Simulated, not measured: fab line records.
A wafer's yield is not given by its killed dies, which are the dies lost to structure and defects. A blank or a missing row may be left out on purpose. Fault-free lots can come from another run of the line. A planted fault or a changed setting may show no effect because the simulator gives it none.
Which tool did it? / flow gf180mcu / 39 wafers from 13 lots sampled at 3 of the route's 602 steps

WHAT THE GAUGES READ, wafer by wafer
GF_V4_THK_MEAS_03.
lot=L625; measured=day 23 13:17; on=filmMetro-04; V4_CVD_02_THK (nm)=845 843 852
lot=L626; measured=day 24 02:50; on=filmMetro-03; V4_CVD_02_THK (nm)=850 848 864
lot=L627; measured=day 24 14:59; on=filmMetro-03; V4_CVD_02_THK (nm)=837 844 847
lot=L628; measured=day 25 01:32; on=filmMetro-03; V4_CVD_02_THK (nm)=847 840 853
lot=L636; measured=day 27 11:41; on=filmMetro-03; V4_CVD_02_THK (nm)=840 848 849
lot=L638; measured=day 28 03:57; on=filmMetro-02; V4_CVD_02_THK (nm)=843 850 854
lot=L639; measured=day 28 09:26; on=filmMetro-03; V4_CVD_02_THK (nm)=845 858 843
lot=L640; measured=day 28 18:22; on=filmMetro-03; V4_CVD_02_THK (nm)=849 856 859
lot=L641; measured=day 28 21:46; on=filmMetro-03; V4_CVD_02_THK (nm)=838 839 851
lot=L643; measured=day 29 09:49; on=filmMetro-03; V4_CVD_02_THK (nm)=848 856 874
lot=L644; measured=day 29 18:20; on=filmMetro-02; V4_CVD_02_THK (nm)=852 862 850
lot=L646; measured=day 30 08:34; on=filmMetro-03; V4_CVD_02_THK (nm)=835 857 856
lot=L647; measured=day 30 11:30; on=filmMetro-04; V4_CVD_02_THK (nm)=834 845 847

EACH LOT AND THE TOOL THAT RAN IT (in order: tool; ch and the chambers of the sampled wafers; start)
lot=L625; GF_M1_SPUTTER_01=pvdSputter-01, day 16 06:47; GF_V1_SPUTTER_22=pvdSputter-04, day 18 06:38
lot=L626; GF_M1_SPUTTER_01=pvdSputter-03, day 16 20:43; GF_V1_SPUTTER_22=pvdSputter-02, day 18 21:48
lot=L627; GF_M1_SPUTTER_01=pvdSputter-02, day 17 07:46; GF_V1_SPUTTER_22=pvdSputter-04, day 19 09:50
lot=L628; GF_M1_SPUTTER_01=pvdSputter-02, day 17 18:52; GF_V1_SPUTTER_22=pvdSputter-04, day 19 21:07
lot=L636; GF_M1_SPUTTER_01=pvdSputter-03, day 20 14:46; GF_V1_SPUTTER_22=pvdSputter-03, day 22 15:47
lot=L638; GF_M1_SPUTTER_01=pvdSputter-03, day 21 07:46; GF_V1_SPUTTER_22=pvdSputter-04, day 23 08:30
lot=L639; GF_M1_SPUTTER_01=pvdSputter-02, day 21 17:43; GF_V1_SPUTTER_22=pvdSputter-04, day 23 18:00
lot=L640; GF_M1_SPUTTER_01=pvdSputter-01, day 22 01:25; GF_V1_SPUTTER_22=pvdSputter-04, day 24 01:42
lot=L641; GF_M1_SPUTTER_01=pvdSputter-03, day 22 08:15; GF_V1_SPUTTER_22=pvdSputter-02, day 24 07:16
lot=L643; GF_M1_SPUTTER_01=pvdSputter-01, day 22 21:38; GF_V1_SPUTTER_22=pvdSputter-04, day 24 20:12
lot=L644; GF_M1_SPUTTER_01=pvdSputter-02, day 23 07:27; GF_V1_SPUTTER_22=pvdSputter-04, day 25 05:53
lot=L646; GF_M1_SPUTTER_01=pvdSputter-01, day 24 01:17; GF_V1_SPUTTER_22=pvdSputter-02, day 25 22:55
lot=L647; GF_M1_SPUTTER_01=pvdSputter-02, day 24 06:12; GF_V1_SPUTTER_22=pvdSputter-03, day 26 02:32
- GF_M1_SPUTTER_01: material TiN, target thk 30 nm, time 25 s.
- GF_V1_SPUTTER_22: material TiN, target thk 10 nm, time 40 s.

WHAT THE TOOLS THEMSELVES READ (means of the sampled wafers that have a number; where no wafer has one, the mark that the record gives instead)
GF_M1_SPUTTER_01.
lot=L625; tool=pvdSputter-01; chamberPressurePa (Pa)=0.4001; throttleValvePct (%)=29.7
lot=L626; tool=pvdSputter-03; chamberPressurePa (Pa)=0.4001; throttleValvePct (%)=30.6
lot=L627; tool=pvdSputter-02; chamberPressurePa (Pa)=0.4009; throttleValvePct (%)=29.0
lot=L628; tool=pvdSputter-02; chamberPressurePa (Pa)=0.4008; throttleValvePct (%)=29.3
lot=L636; tool=pvdSputter-03; chamberPressurePa (Pa)=0.3991; throttleValvePct (%)=30.5
lot=L638; tool=pvdSputter-03; chamberPressurePa (Pa)=0.3999; throttleValvePct (%)=30.4
lot=L639; tool=pvdSputter-02; chamberPressurePa (Pa)=0.3998; throttleValvePct (%)=29.2
lot=L640; tool=pvdSputter-01; chamberPressurePa (Pa)=0.4000; throttleValvePct (%)=29.6
lot=L641; tool=pvdSputter-03; chamberPressurePa (Pa)=0.4001; throttleValvePct (%)=31.1
lot=L643; tool=pvdSputter-01; chamberPressurePa (Pa)=0.3998; throttleValvePct (%)=29.5
lot=L644; tool=pvdSputter-02; chamberPressurePa (Pa)=0.4003; throttleValvePct (%)=29.4
lot=L646; tool=pvdSputter-01; chamberPressurePa (Pa)=0.4008; throttleValvePct (%)=29.9
lot=L647; tool=pvdSputter-02; chamberPressurePa (Pa)=0.4000; throttleValvePct (%)=29.3

GF_V1_SPUTTER_22.
lot=L625; tool=pvdSputter-04; chamberPressurePa (Pa)=5.006; throttleValvePct (%)=30.0
lot=L626; tool=pvdSputter-02; chamberPressurePa (Pa)=5.006; throttleValvePct (%)=29.0
lot=L627; tool=pvdSputter-04; chamberPressurePa (Pa)=5.149; throttleValvePct (%)=30.2
lot=L628; tool=pvdSputter-04; chamberPressurePa (Pa)=5.152; throttleValvePct (%)=29.5
lot=L636; tool=pvdSputter-03; chamberPressurePa (Pa)=5.002; throttleValvePct (%)=31.1
lot=L638; tool=pvdSputter-04; chamberPressurePa (Pa)=5.002; throttleValvePct (%)=30.0
lot=L639; tool=pvdSputter-04; chamberPressurePa (Pa)=5.016; throttleValvePct (%)=30.6
lot=L640; tool=pvdSputter-04; chamberPressurePa (Pa)=5.000; throttleValvePct (%)=30.7
lot=L641; tool=pvdSputter-02; chamberPressurePa (Pa)=5.004; throttleValvePct (%)=29.3
lot=L643; tool=pvdSputter-04; chamberPressurePa (Pa)=4.999; throttleValvePct (%)=30.0
lot=L644; tool=pvdSputter-04; chamberPressurePa (Pa)=4.994; throttleValvePct (%)=30.0
lot=L646; tool=pvdSputter-02; chamberPressurePa (Pa)=5.009; throttleValvePct (%)=29.3
lot=L647; tool=pvdSputter-03; chamberPressurePa (Pa)=5.001; throttleValvePct (%)=31.3

THE ANSWER, worked out from the rows above alone
Rule: the usual values come from the lots themselves. Put in order of their means at a reading, lots are off if they are a third of the lots or fewer, leave a main group of 4 or more, and stand apart from it by a gap of 3 or more times the standard deviation of the main group's means; of several such gaps the widest counts. Not used: any main group whose means are identical at the precision the tables above print for the reading. Also off: a lot with no number at a reading for which 4 or more lots have one. All remaining lots with rows at the step are treated as sound. Order of review: gauges by route order, followed by the tools' own readings, for which a lot's mean as printed above is used. The first step at which some lot is off is used, and at that step the reading that is off furthest; a lot without a number counts as furthest.
Off at GF_V1_SPUTTER_22 (chamberPressurePa): L627, L628. For the main group the mean is 5.004 Pa and the standard deviation 0.0055.
A tool fits if, at that step or a process step before it, it ran every lot that is off, and no sound lot after the first of them. Of those tried, none fits.

WHAT THE SIMULATOR HAD PUT IN
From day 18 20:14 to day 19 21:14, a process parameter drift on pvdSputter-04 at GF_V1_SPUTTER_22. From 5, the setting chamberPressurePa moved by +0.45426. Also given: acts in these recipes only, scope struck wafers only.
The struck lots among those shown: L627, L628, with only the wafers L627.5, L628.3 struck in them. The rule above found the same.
